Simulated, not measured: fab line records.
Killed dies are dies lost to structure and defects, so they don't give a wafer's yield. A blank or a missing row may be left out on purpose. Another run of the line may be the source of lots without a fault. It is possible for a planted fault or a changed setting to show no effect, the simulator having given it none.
The same fault as seen by 2 desks | flow gf180mcu | numbers are kept per desk, each desk with only its own; the story behind them comes last

== AT THE TOOL OWNER'S DESK: ilineStepper-01 ==
The tool's own readings at GF_MVPSD_EXPOSE_04 (exposes mask MVPSD, target cd 1000 nm): means of the sampled wafers that have a number, for each lot that ran on this tool. If a lot's mean is further than 4 standard deviations from the usual mean, the lot is out of limits and carries the mark OUT (the distance appears in the brackets).
Columns: A = exposureDoseMJCm2 at GF_MVPSD_EXPOSE_04, usual 260.04
lot  | first seen here | A
L949 | day 5 15:51     | 260.07
L956 | day 7 11:47     | 225.03 (-99 or more) OUT
L957 | day 7 21:35     | 225.03 (-99 or more) OUT
This desk's verdict: out of limits on L956, L957, starting with L956 at day 7 11:47 (exposureDoseMJCm2 at GF_MVPSD_EXPOSE_04). Within limits: L949.

== METROLOGY DESK ==
Lot by lot, what the gauges showed, no matter which tool ran the lot: averages of those sampled wafers that carry a number. If a lot's mean is further than 4 standard deviations from the usual mean, the lot is out of limits and carries the mark OUT (the distance appears in the brackets).
Columns: A = M1_ALCU_THK at GF_M1_THK_MEAS_06, usual 456 nm
lot  | first seen here | A
L945 | day 16 13:51    | 462
L947 | day 17 09:42    | 449
L948 | day 17 13:42    | 451
L949 | day 17 16:34    | 452
L951 | day 18 17:13    | 459
L955 | day 19 23:13    | 445
L956 | day 20 02:23    | 446
L957 | day 20 22:43    | 454
L961 | day 21 22:27    | 457
L960 | day 21 23:34    | 453
L964 | day 22 21:00    | 460
L965 | day 23 16:07    | 454
L967 | day 23 22:05    | 469
This desk's finding: nothing out of limits on any of the 13 lots.

== BROUGHT TOGETHER ==
On L956, L957, at day 7 11:47, an alarm was possible from the tool owner's desk.
Nothing out of limits was seen by the metrology desk.
The metrology desk holds a record of L956, L957, inside its limits.
On ilineStepper-01, each named lot ran GF_MVPSD_EXPOSE_04.

== WHAT HAD BEEN PUT IN BY THE SIMULATOR ==
Drift in process parameters on ilineStepper-01 at GF_MVPSD_EXPOSE_04, starting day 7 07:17. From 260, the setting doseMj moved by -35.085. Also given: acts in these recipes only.
Lots struck among those shown: L956, L957.
How many hours passed from the start of the fault until each desk's first out-of-limits reading: the tool owner's desk, 4.
